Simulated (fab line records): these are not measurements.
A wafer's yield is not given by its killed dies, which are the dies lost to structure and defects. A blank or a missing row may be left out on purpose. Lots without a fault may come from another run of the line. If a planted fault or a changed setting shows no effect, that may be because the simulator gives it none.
2 desks looking at one fault ; flow sky130 ; numbers are kept per desk, each desk with only its own; the story behind them comes last

== THE METROLOGY DESK ==
Lot by lot, what the gauges showed, no matter which tool ran the lot: averages of those sampled wafers that carry a number. Any lot whose mean is over 4 standard deviations away from the usual mean is out of limits and marked OUT; that distance is given in the brackets.
Columns: A = CONTACT_BOW at SKY_CONTACT_BOW_MEAS_05, usual 82 um; B = CONTACT_W_THK at SKY_CONTACT_THK_MEAS_26, usual 336 nm; C = METAL1_ALCU_RS at SKY_METAL1_RS_MEAS_05, usual 0.1270 ohm/sq; D = METAL1_ALCU_THK at SKY_METAL1_THK_MEAS_06, usual 246.9 nm
lot;first seen here;A;B;C;D
L771;day 31 06:11;81;331;0.1264;247.6
L774;day 31 20:16;75;337;0.1265;249.1
L780;day 33 13:58;87;329;0.1210 (-5.4) OUT;255.6
L781;day 33 19:51;78;330;0.1220 (-4.6) OUT;253.6
L788;day 36 07:25;82;339;0.1258;249.9
L790;day 36 09:37;85;331;0.1273;244.1
L789;day 36 12:35;91;340;0.1285;243.8
L792;day 37 11:24;79;338;0.1272;246.8
L793;day 37 18:51;80;327;0.1276;244.7
L794;day 38 06:07;82;341;0.1259;250.5
This desk finds L780, L781 out of limits, with the earliest case on L780 at day 34 17:53 (METAL1_ALCU_RS at SKY_METAL1_RS_MEAS_05). L771, L774, L788, L790, L789, L792, L793, L794 stayed within limits.

== FOR THE TOOL OWNER'S DESK: pvdSputter-01 ==
The tool's own readings at SKY_METAL1_SPUTTER_02 (material AlCu, target thk 250 nm, time 13.3 s): means of the sampled wafers that have a number, for each lot that ran on this tool. Any lot whose mean is over 4 standard deviations away from the usual mean is out of limits and marked OUT; that distance is given in the brackets.
Columns: A = chamberPressurePa at SKY_METAL1_SPUTTER_02, usual 0.4001 Pa; B = throttleValvePct at SKY_METAL1_SPUTTER_02, usual 30.4 %
lot;first seen here;A;B
L771;day 32 11:30;0.3999;30.6
L780;day 34 17:48;0.3425 (-69) OUT;33.2 (+5.2) OUT
L781;day 34 23:42;0.3432 (-68) OUT;32.6 (+4.1) OUT
L790;day 37 13:01;0.4006;30.5
L789;day 37 16:33;0.4003;30.9
L792;day 38 14:29;0.3998;30.5
L793;day 38 22:51;0.4005;30.3
This desk's verdict: out of limits on L780, L781, starting with L780 at day 34 17:48 (chamberPressurePa at SKY_METAL1_SPUTTER_02). L771, L790, L789, L792, L793 stayed within limits.

== ALL TOGETHER ==
The tool owner's desk had the chance to raise an alarm at day 34 17:48 on L780, L781.
An alarm was possible from the metrology desk at day 34 17:53, on L780, L781.
Every lot named ran SKY_METAL1_SPUTTER_02 on pvdSputter-01.

== WHAT THE SIMULATOR HAD PUT IN ==
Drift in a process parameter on pvdSputter-01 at SKY_METAL1_SPUTTER_02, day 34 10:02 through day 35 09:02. Setting chamberPressurePa shifted by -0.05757 from 0.4. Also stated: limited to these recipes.
Shown lots that were struck: L780, L781.
Counting hours from when the fault started, the first reading out of limits came at 8 for the tool owner's desk and at 8 for the metrology desk.
